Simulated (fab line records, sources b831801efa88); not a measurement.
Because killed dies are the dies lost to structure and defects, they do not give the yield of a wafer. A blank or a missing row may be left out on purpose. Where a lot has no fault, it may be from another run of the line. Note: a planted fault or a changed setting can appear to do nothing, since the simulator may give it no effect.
What tool caused it? || flow gf180mcu || 10 lots with 30 wafers sampled at 2 steps, on a route of 602 steps

WHAT EACH GAUGE READ, for each wafer
GF_STI_THK_MEAS_04.
{"lot": "L575", "measured": "day 1 18:05", "on": "filmMetro-03", "STI_CVD_03_THK (nm)": "209.1 208.1 208.8"}
{"lot": "L581", "measured": "day 2 19:34", "on": "filmMetro-03", "STI_CVD_03_THK (nm)": "210.0 209.1 207.8"}
{"lot": "L582", "measured": "day 3 00:41", "on": "filmMetro-04", "STI_CVD_03_THK (nm)": "207.4 206.1 206.2"}
{"lot": "L584", "measured": "day 3 11:50", "on": "filmMetro-01", "STI_CVD_03_THK (nm)": "206.9 208.9 205.3"}
{"lot": "L589", "measured": "day 4 13:22", "on": "filmMetro-01", "STI_CVD_03_THK (nm)": "204.5 206.1 204.9"}
{"lot": "L590", "measured": "day 4 16:38", "on": "filmMetro-03", "STI_CVD_03_THK (nm)": "206.0 207.2 206.7"}
{"lot": "L591", "measured": "day 4 21:35", "on": "filmMetro-04", "STI_CVD_03_THK (nm)": "210.1 208.6 208.5"}
{"lot": "L592", "measured": "day 5 03:33", "on": "filmMetro-01", "STI_CVD_03_THK (nm)": "234.3 233.9 235.2 234.5 234.2 235.5"}
{"lot": "L593", "measured": "day 5 08:21", "on": "filmMetro-03", "STI_CVD_03_THK (nm)": "207.2 209.2 209.9"}
{"lot": "L595", "measured": "day 5 23:19", "on": "filmMetro-04", "STI_CVD_03_THK (nm)": "205.5 208.0 207.9"}

TOOL THAT RAN EACH LOT (tool first, then ch and the chambers of the sampled wafers, then the start)
{"lot": "L575", "GF_STI_CVD_03": "lpcvd-02 ch 1, day 1 16:05"}
{"lot": "L581", "GF_STI_CVD_03": "lpcvd-02 ch 0, day 2 17:34"}
{"lot": "L582", "GF_STI_CVD_03": "lpcvd-01 ch 1, day 2 22:43"}
{"lot": "L584", "GF_STI_CVD_03": "lpcvd-01 ch 1, day 3 09:49"}
{"lot": "L589", "GF_STI_CVD_03": "lpcvd-02 ch 0, day 4 11:23"}
{"lot": "L590", "GF_STI_CVD_03": "lpcvd-01 ch 0, day 4 14:40"}
{"lot": "L591", "GF_STI_CVD_03": "lpcvd-01 ch 1, day 4 19:34"}
{"lot": "L592", "GF_STI_CVD_03": "lpcvd-01 ch 0, day 5 01:34"}
{"lot": "L593", "GF_STI_CVD_03": "lpcvd-02 ch 1, day 5 06:20"}
{"lot": "L595", "GF_STI_CVD_03": "lpcvd-02 ch 1, day 5 21:20"}
- GF_STI_CVD_03: deposits Si3N4 from DCS/NH3, target thk 207.16 nm, time 3551 s.

THE ANSWER, worked out from the rows above alone
Rule: the usual values come from the lots themselves. Put in order of their means at a reading, lots are off if they are a third of the lots or fewer, leave a main group of 4 or more, and stand apart from it by a gap of 3 or more times the standard deviation of the main group's means; of several such gaps the widest counts. If all means in a main group match to the digits the tables above print for the reading, that group is not used. A lot without any number at a reading at which 4 lots or more have one is off too. Where the step has rows for the other lots, those lots are counted as sound.
Off: L592, at GF_STI_THK_MEAS_04 (STI_CVD_03_THK). The main group: mean 207.6 nm, standard deviation 1.3.
If a tool, at a process step before that reading, ran all the lots that are off and no sound lot after the first of them, it fits. Those tools and the gauges at GF_STI_THK_MEAS_04 are tried in the same way. Can't be told from this: 2 tools fit, lpcvd-01 at GF_STI_CVD_03, filmMetro-01 at GF_STI_THK_MEAS_04.

WHAT WAS PUT IN BY THE SIMULATOR
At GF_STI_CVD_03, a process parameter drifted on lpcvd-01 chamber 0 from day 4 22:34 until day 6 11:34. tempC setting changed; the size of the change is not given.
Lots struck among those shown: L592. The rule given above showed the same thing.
